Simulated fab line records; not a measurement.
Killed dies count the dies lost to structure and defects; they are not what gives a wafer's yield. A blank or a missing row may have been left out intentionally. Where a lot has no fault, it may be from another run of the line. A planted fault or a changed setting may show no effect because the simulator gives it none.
fab line records    flow sky130
record lots=12  wafers=36  last-day=50
route steps=708 shown FIELD_ISO@28 PWDE@84 VT_ADJUST_HVTP@93 VT_ADJUST_LVTN@105
lots that met no fault: from a run of the same line without faults
start-h: the number of hours between the record's first day and the start of the first shown wafer of the lot    wait-h: hours since the lot's step before    " identical to the entry in the row above    L1.1+2: a single row standing in for several wafers    - value missing, or start not given    * or withheld: withheld    < > ~ a bound
route shown NAME@n: a module of which the file shows steps, and the number in the route of the first    usual: the fault-free wafers' mean and standard deviation    same: alike in all rows    chamber/n: place in a boat    sites: readings site by site    _std_site: standard deviation across them    _edge_site: inner sites' mean taken away from outer sites' mean    radius-mm: for every site, how far away it sits from the centre of the wafer    mask NAME#n: copy n    behind: the most recent tool/chamber to have shaped the wafer    hold: the reason the lot was held/the length of the hold in hours/how it ended    device: the n, p or np transistor that did not switch    end of line: the same wafers' tests at the end of the route    a step without rows: its recipe alone    killed: dies that structure and defects cost at the first sort, which is not the same as the wafer's yield    map: the dies of a wafer, with x for killed, . for not killed, _ for no die there
set.NAME: the setting that was run; set.NAME@STEP: the one run at that earlier step    model.NAME: the simulator's own value behind a step, which no gauge read
one table for each step of the route and one row for each wafer, over a sample of lots
services: a tool's chamber out of use, with start hour (start-h, from the record's first day; less than 0 if before it), hours out, and reason
## steps
# step SKY_FIELD_ISO_CMP_27
# recipe stop-on=Si3N4  t-overpolish-s=16  down-force-psi=4  platen-rpm=60  target-thk-nm=457.8  pad-velocity-m-s=0.94248
# usual motor-current-A=11.2/1  overpolish-run-s=15.999/0.0094  slurry-filter-dp-kPa=13.49/0.12  time-to-endpoint-s=110/3.9
# same t-overpolish-s=16
lot.wafer  tool    chamber  start-h  wait-h  motor-current-A  overpolish-run-s  slurry-filter-dp-kPa  time-to-endpoint-s
L521.1     cmp-01  1        35.19    0.0     11.1             15.997            13.28                 111
L521.3     "       3        "        "       10.6             16.003            13.41                 108
L521.2     "       0        "        "       12.8             16.018            13.52                 110
L523.2     cmp-02  2        42.60    0.0     12.2             16.000            13.66                 110
L523.3     "       1        "        "       11.3             16.006            13.39                 114
L523.6     "       3        "        "       11.7             15.986            13.29                 116
L526.2     cmp-01  0        69.33    0.3     13.0             15.996            13.53                 107
L526.4     "       3        "        "       11.5             15.994            13.32                 109
L526.6     "       0        "        "       13.3             15.995            13.41                 112
L527.3     cmp-02  2        76.63    0.0     12.0             16.000            13.71                 109
L527.1     "       3        "        "       11.3             15.996            13.39                 103
L527.6     "       2        "        "       11.7             15.990            13.53                 105
L528.1     cmp-02  1        80.97    0.1     10.8             16.001            13.46                 103
L528.5     "       3        "        "       11.5             16.003            13.44                 107
L528.6     "       0        "        "       10.6             15.997            13.56                 104
L529.3     cmp-02  1        85.13    0.0     11.4             15.997            13.46                 106
L529.4     "       2        "        "       11.7             16.001            13.66                 102
L529.5     "       2        "        "       12.1             16.004            13.61                 103
L531.3     cmp-02  3        89.56    0.1     11.6             15.999            13.37                 103
L531.6     "       2        "        "       11.2             15.989            13.50                 104
L531.5     "       3        "        "       11.7             16.001            13.56                 110
L533.2     cmp-02  1        100.65   0.1     11.6             15.992            13.66                 111
L533.1     "       0        "        "       10.6             15.973            13.37                 110
L533.6     "       1        "        "       11.1             16.002            13.52                 112
L537.2     cmp-01  1        118.04   0.1     11.1             16.003            13.67                 115
L537.1     "       2        "        "       9.3              16.002            13.54                 109
L537.6     "       3        "        "       11.7             15.995            13.56                 114
L541.1     cmp-02  0        141.29   0.1     10.9             16.001            13.38                 108
L541.2     "       1        "        "       11.2             15.999            13.51                 104
L541.6     "       3        "        "       11.6             16.005            13.29                 110
L543.4     cmp-01  3        151.07   0.1     11.4             16.003            13.18                 114
L543.1     "       0        "        "       13.2             15.999            13.52                 119
L543.6     "       1        "        "       11.5             16.000            13.40                 116
L544.1     cmp-01  0        153.84   0.0     12.6             15.998            13.40                 115
L544.2     "       2        "        "       9.5              15.987            13.33                 113
L544.3     "       3        "        "       11.4             15.987            13.43                 112
# step SKY_NWELL_RS_MEAS_31
# recipe thk-meas-gauge=four-point-probe
# usual PWDE_RS=5273/21
lot.wafer  tool           chamber  start-h  wait-h  PWDE_RS[ohm/sq]
L521.1     film-metro-03  -        101.47   0.1     5280
L521.2     "              -        "        "       5269
L521.3     "              -        "        "       5287
L523.2     film-metro-04  -        113.02   0.1     5251
L523.3     "              -        "        "       5261
L523.6     "              -        "        "       5249
L526.2     film-metro-04  -        150.47   0.1     5274
L526.4     "              -        "        "       5263
L526.6     "              -        "        "       5243
L527.1     film-metro-03  -        155.55   0.1     5254
L527.3     "              -        "        "       5284
L527.6     "              -        "        "       5253
L528.1     film-metro-02  -        162.60   0.1     5269
L528.5     "              -        "        "       5274
L528.6     "              -        "        "       5261
L529.3     film-metro-04  -        164.30   0.1     5225
L529.4     "              -        "        "       5223
L529.5     "              -        "        "       5248
L531.3     film-metro-04  -        166.81   0.1     5285
L531.5     "              -        "        "       5286
L531.6     "              -        "        "       5292
L533.1     film-metro-03  -        180.15   0.1     5262
L533.2     "              -        "        "       5260
L533.6     "              -        "        "       5264
L537.1     film-metro-03  -        199.70   0.1     5323
L537.2     "              -        "        "       5327
L537.6     "              -        "        "       5318
L541.1     film-metro-04  -        230.07   0.1     5272
L541.2     "              -        "        "       5248
L541.6     "              -        "        "       5256
L543.1     film-metro-02  -        238.80   0.1     5277
L543.4     "              -        "        "       5233
L543.6     "              -        "        "       5262
L544.1     film-metro-04  -        243.22   0.1     5275
L544.2     "              -        "        "       5280
L544.3     "              -        "        "       5278
# step SKY_VT_ADJUST_HVTP_OVL_MEAS_08
# usual VT_ADJUST_HVTP_OVL=-0.7/1.6
lot.wafer  tool        chamber  start-h  wait-h  VT_ADJUST_HVTP_OVL[nm]
L521.1     overlay-01  -        118.79   0.1     -2.9
L521.2     "           -        "        "       -1.2
L521.3     "           -        "        "       -2.0
L523.2     overlay-02  -        131.05   0.1     -0.2
L523.3     "           -        "        "       -3.5
L523.6     "           -        "        "       -0.9
L526.2     overlay-01  -        169.17   0.1     -1.1
L526.4     "           -        "        "       -0.6
L526.6     "           -        "        "       -0.8
L527.1     overlay-02  -        174.89   0.1     -1.7
L527.3     "           -        "        "       -0.8
L527.6     "           -        "        "       -2.6
L528.1     overlay-02  -        183.07   0.1     0.6
L528.5     "           -        "        "       -0.7
L528.6     "           -        "        "       1.2
L529.3     overlay-01  -        185.66   0.1     -2.3
L529.4     "           -        "        "       -1.6
L529.5     "           -        "        "       -1.0
L531.3     overlay-01  -        188.13   0.1     0.9
L531.5     "           -        "        "       2.6
L531.6     "           -        "        "       1.0
L533.1     overlay-02  -        201.67   0.1     2.0
L533.2     "           -        "        "       1.0
L533.6     "           -        "        "       1.5
L537.1     overlay-01  -        222.74   0.1     -1.5
L537.2     "           -        "        "       -0.9
L537.6     "           -        "        "       -1.7
L541.1     overlay-02  -        252.52   0.1     -2.5
L541.2     "           -        "        "       -1.3
L541.6     "           -        "        "       -2.5
L543.1     overlay-02  -        261.85   0.1     -0.6
L543.4     "           -        "        "       0.5
L543.6     "           -        "        "       -1.2
L544.1     overlay-02  -        267.37   0.1     0.0
L544.2     "           -        "        "       0.6
L544.3     "           -        "        "       1.5
# step SKY_VT_ADJUST_LVTN_IMPLANT_08
# recipe species=B  energy-kev=30  dose-cm2=1.57e+12  tilt-deg=withheld
# usual dose-ions-cm2=1.5699e+12/1.9e+09  faraday-current-uA=8.84/0.16
lot.wafer  tool          chamber  start-h  wait-h  dose-ions-cm2  faraday-current-uA
L521.1     implanter-04  0        137.50   0.0     1.5698e+12     9.13
L521.2     "             0        "        "       1.5724e+12     8.73
L521.3     "             0        "        "       1.5684e+12     8.80
L523.2     implanter-01  0        150.12   0.0     1.5684e+12     8.59
L523.3     "             0        "        "       1.5719e+12     8.77
L523.6     "             0        "        "       1.5714e+12     8.90
L526.2     implanter-04  0        190.18   0.1     1.5712e+12     9.02
L526.4     "             0        "        "       1.5713e+12     8.81
L526.6     "             0        "        "       1.5708e+12     9.12
L527.1     implanter-02  0        196.41   0.0     1.5665e+12     9.17
L527.3     "             0        "        "       1.5724e+12     8.90
L527.6     "             0        "        "       1.5684e+12     9.11
L528.1     implanter-02  0        203.73   0.0     1.5657e+12     8.80
L528.5     "             0        "        "       1.5668e+12     8.70
L528.6     "             0        "        "       1.5663e+12     8.92
L529.3     implanter-04  0        207.73   0.1     1.5725e+12     8.86
L529.4     "             0        "        "       1.569e+12      8.77
L529.5     "             0        "        "       1.5696e+12     8.98
L531.3     implanter-04  0        210.56   0.1     1.5682e+12     8.81
L531.5     "             0        "        "       1.5684e+12     8.80
L531.6     "             0        "        "       1.5671e+12     8.72
L533.1     implanter-04  0        223.68   0.0     1.589e+11      0.91
L533.2     "             0        "        "       1.554e+11      0.87
L533.6     "             0        "        "       1.559e+11      0.89
L537.1     implanter-04  0        245.71   0.0     1.592e+11      0.87
L537.2     "             0        "        "       1.591e+11      0.88
L537.6     "             0        "        "       1.567e+11      0.91
L541.1     implanter-02  0        276.60   0.0     1.5686e+12     8.96
L541.2     "             0        "        "       1.5665e+12     8.85
L541.6     "             0        "        "       1.5693e+12     8.56
L543.1     implanter-02  0        286.13   0.0     1.5676e+12     8.70
L543.4     "             0        "        "       1.5722e+12     8.80
L543.6     "             0        "        "       1.5691e+12     8.68
L544.1     implanter-02  0        291.46   0.0     1.5717e+12     8.71
L544.2     "             0        "        "       1.5734e+12     8.98
L544.3     "             0        "        "       1.5696e+12     8.81
# step SKY_VT_ADJUST_LVTN_TW_MEAS_10
# usual VT_ADJUST_LVTN_TW=242.6/1.5
lot.wafer  tool           chamber  start-h  wait-h  VT_ADJUST_LVTN_TW
L521.1     film-metro-02  -        137.75   0.1     241.6
L521.2     "              -        "        "       241.8
L521.3     "              -        "        "       242.8
L523.2     film-metro-03  -        150.36   0.1     241.5
L523.3     "              -        "        "       241.7
L523.6     "              -        "        "       242.6
L526.2     film-metro-02  -        190.42   0.1     244.2
L526.4     "              -        "        "       242.7
L526.6     "              -        "        "       244.9
L527.1     film-metro-03  -        196.66   0.1     240.8
L527.3     "              -        "        "       240.4
L527.6     "              -        "        "       241.4
L528.1     film-metro-03  -        203.98   0.1     241.8
L528.5     "              -        "        "       242.6
L528.6     "              -        "        "       241.8
L529.3     film-metro-02  -        207.95   0.1     245.2
L529.4     "              -        "        "       244.2
L529.5     "              -        "        "       242.1
L531.3     film-metro-03  -        210.78   0.1     241.3
L531.5     "              -        "        "       240.9
L531.6     "              -        "        "       240.6
L533.1     film-metro-02  -        223.93   0.1     130.7
L533.2     "              -        "        "       130.0
L533.6     "              -        "        "       130.7
L537.1     film-metro-02  -        245.96   0.1     131.6
L537.2     "              -        "        "       131.5
L537.6     "              -        "        "       130.2
L541.1     film-metro-03  -        276.85   0.1     238.9
L541.2     "              -        "        "       240.1
L541.6     "              -        "        "       239.4
L543.1     film-metro-02  -        286.38   0.1     242.8
L543.4     "              -        "        "       244.6
L543.6     "              -        "        "       244.1
L544.1     film-metro-01  -        291.71   0.1     244.1
L544.2     "              -        "        "       243.1
L544.3     "              -        "        "       243.4
## services
tool          chamber  start-h  hours  kind
implanter-04  -        32.84    5.1    pm
implanter-04  -        32.95    17.3   repair
implanter-04  -        50.25    35.3   pm
cmp-02        -        64.00    4.0    pm
implanter-04  -        81.42    1.7    repair
implanter-01  -        90.51    2.9    pm
implanter-02  -        93.53    4.2    repair
cmp-01        -        99.58    6.5    repair
implanter-01  -        104.05   3.2    repair
cmp-01        -        109.04   2.4    repair
implanter-01  -        126.21   1.3    repair
cmp-01        -        136.26   0.8    repair
cmp-01        -        138.60   0.9    repair
cmp-01        -        177.86   1.5    repair
cmp-02        -        180.55   2.5    repair
implanter-01  -        201.30   1.9    repair
cmp-01        -        208.70   2.0    repair
implanter-02  -        215.18   1.3    repair
cmp-01        -        218.87   5.9    pm
cmp-02        -        226.70   1.7    repair
cmp-01        -        232.13   4.0    pm
implanter-02  -        233.37   3.3    repair
implanter-04  -        246.49   0.7    repair
cmp-01        -        282.74   5.8    repair
## key
first-sign step=SKY_VT_ADJUST_LVTN_IMPLANT_08  reading=dose-ions-cm2  direction=down  sigmas=99+  usual=*  struck=*
effect step=SKY_VT_ADJUST_LVTN_IMPLANT_08  reading=faraday-current-uA  direction=down  sigmas=49  usual=8.84  struck=0.89
effect step=SKY_VT_ADJUST_LVTN_TW_MEAS_10  reading=VT_ADJUST_LVTN_TW  direction=down  sigmas=74  usual=242.6  struck=130.8
met-at SKY_VT_ADJUST_LVTN_IMPLANT_08
struck-lots L533,L537
tester-left-out L533,L537
not-acting-at SKY_FIELD_ISO_CMP_27,SKY_NWELL_RS_MEAS_31,SKY_VT_ADJUST_HVTP_OVL_MEAS_08
onset-between 210.56 223.68
fault kind=process-parameter-drift  tool=implanter-04  chamber=-  onset-h=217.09  steps=SKY_VT_ADJUST_LVTN_IMPLANT_08  channel=dose-cm2  offset=*  shape=step  end-h=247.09  acts-in=*  stated=*
# tester-left-out: of these lots the tester's yield and bins aren't shown, on N5 and GAA mostly nor the transistor test; their killed dies are dies lost to structure and defects alone, not to doping, threshold or leakage, so they don't give the yield
